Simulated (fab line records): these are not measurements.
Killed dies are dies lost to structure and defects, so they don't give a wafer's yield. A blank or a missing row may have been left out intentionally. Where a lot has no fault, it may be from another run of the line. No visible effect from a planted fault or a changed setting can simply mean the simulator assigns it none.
Chamber matching | flow sky130 | 4 sister chambers for SKY_VIA3_CMP_24 on cmp-01
The step polishes, stops on SiO2, t overpolish 20 s, target thk 0 nm. 16 wafers are shown with their chamber, then 8 later ones without.

## WAFERS PAIRED WITH THEIR CHAMBERS
wafer  | chamber | motorCurrentA (A) | timeToEndpointS (s) | overpolishRunS (s)
L201.1 | 2       | 9.7               | 91                  | 20.000
L201.2 | 1       | 9.5               | 87                  | 19.998
L201.5 | 0       | 11.6              | 95                  | 19.996
L202.1 | 1       | 9.2               | 94                  | 20.008
L202.4 | 2       | 9.4               | 92                  | 19.992
L202.5 | 0       | 11.6              | 94                  | 20.015
L203.1 | 3       | 9.8               | 96                  | 20.000
L203.4 | 1       | 9.9               | 91                  | 20.000
L203.6 | 3       | 9.7               | 98                  | 20.013
L206.3 | 0       | 11.1              | 94                  | 19.987
L206.4 | 2       | 9.8               | 90                  | 19.996
L206.6 | 2       | 9.7               | 89                  | 19.998
L211.1 | 0       | 11.2              | 99                  | 20.004
L211.2 | 2       | 10.0              | 92                  | 19.992
L211.6 | 3       | 10.0              | 94                  | 19.997
L219.1 | 2       | 9.1               | 97                  | 20.007

SIGNATURES (averages over the wafers above)
reading         | chamber 0 | chamber 1 | chamber 2 | chamber 3 | scatter within a chamber
motorCurrentA   | 11.375    | 9.533     | 9.617     | 9.833     | 0.29
timeToEndpointS | 95.50     | 90.67     | 91.83     | 96.00     | 2.72
overpolishRunS  | 20.00050  | 20.00200  | 19.99750  | 20.00333  | 0.00809
Rule: a wafer's distance from a chamber is the root of the sum, over the readings, of the square of ((its reading less the chamber's mean) divided by the reading's scatter). If the next closest chamber is less than 2 further off than the closest, the wafer can't be placed; otherwise it belongs to the closest. How the scatter is found: for the shown wafers, subtract from each reading the mean of its chamber, square and add these, divide the total by (wafers less chambers), then take the root.

## WAFERS WITHOUT THEIR CHAMBER
wafer  | motorCurrentA (A) | timeToEndpointS (s) | overpolishRunS (s)
L219.3 | 9.9               | 96                  | 19.990
L219.6 | 11.4              | 99                  | 19.987
L221.4 | 9.6               | 94                  | 19.982
L221.5 | 10.1              | 95                  | 19.995
L221.6 | 9.7               | 90                  | 19.995
L222.3 | 9.5               | 94                  | 19.989
L222.4 | 9.4               | 90                  | 20.006
L222.6 | 9.2               | 90                  | 20.006

## EACH ONE'S CHAMBER
wafer  | from the rows above          | in truth
L219.3 | can't be placed: 3 or 2 or 1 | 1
L219.6 | 0                            | 0
L221.4 | can't be placed: 2 or 1 or 3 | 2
L221.5 | can't be placed: 3 or 2 or 1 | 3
L221.6 | can't be placed: 2 or 1 or 3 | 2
L222.3 | can't be placed: 2 or 1 or 3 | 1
L222.4 | can't be placed: 1 or 2 or 3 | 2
L222.6 | can't be placed: 1 or 2 or 3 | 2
Placed correctly: 1 of 8. From these rows, 7 cannot be placed; in 7 the true chamber is one of the candidates. Number placed wrongly: 0.
